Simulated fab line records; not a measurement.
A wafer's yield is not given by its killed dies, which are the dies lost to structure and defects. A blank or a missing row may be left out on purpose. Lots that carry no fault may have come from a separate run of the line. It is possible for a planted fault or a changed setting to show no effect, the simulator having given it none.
Which of the tools did it?    flow gf180mcu    18 wafers from 6 lots sampled at 2 of the route's 602 steps

## WHAT EACH GAUGE READ, for each wafer
GF_PSD_CD_MEAS_07: the cd target is 400 nm.
lot   measured      on         cd nm (nm)
L497  day 14 23:20  cd sem-02  399.3 402.9 400.3
L499  day 15 19:02  cd sem-02  399.3 400.8 400.8
L500  day 16 10:12  cd sem-01  401.2 399.7 400.0
L503  day 17 01:43  cd sem-02  401.9 403.6 402.0
L506  day 18 04:04  cd sem-01  404.2 406.5 404.1
L515  day 21 04:22  cd sem-02  - - -

## WHAT TOOL EACH LOT RAN ON (gives the tool, then ch and the chambers of the sampled wafers, and finally the start)
lot   GF_PSD_EXPOSE_04
L497  iline stepper-01 ch 0, day 14 13:01
L499  iline stepper-02 ch 0, day 15 08:10
L500  iline stepper-02 ch 0, day 15 23:24
L503  iline stepper-02 ch 0, day 16 14:37
L506  iline stepper-02 ch 0, day 17 16:56
L515  iline stepper-02 ch 0, day 20 16:22
- GF_PSD_EXPOSE_04: exposes mask Pplus, target cd 400 nm.

## THE ANSWER, worked out from the rows above alone
Rule: what is usual is taken from the lots themselves. Put in order of their means at a reading, lots are off if they are a third of the lots or fewer, leave a main group of 4 or more, and stand apart from it by a gap of 3 or more times the standard deviation of the main group's means; of several such gaps the widest counts. A main group is skipped when, at the precision printed for the reading in the tables above, its means are all equal. A lot without any number at a reading at which 4 lots or more have one is off too. The other lots that the step has rows for count as sound.
Off, at GF_PSD_CD_MEAS_07 on cd nm: L515. Without a number there: L515. The main group has a mean of 401.8 nm with a standard deviation of 1.8.
If a tool, at a process step before that reading, ran all the lots that are off and no sound lot after the first of them, it fits. Those tools and the gauges at GF_PSD_CD_MEAS_07 are tried in the same way. Can't be told from this: 2 tools fit, iline stepper-02 at GF_PSD_EXPOSE_04, cd sem-02 at GF_PSD_CD_MEAS_07.

## WHAT THE SIMULATOR PUT IN
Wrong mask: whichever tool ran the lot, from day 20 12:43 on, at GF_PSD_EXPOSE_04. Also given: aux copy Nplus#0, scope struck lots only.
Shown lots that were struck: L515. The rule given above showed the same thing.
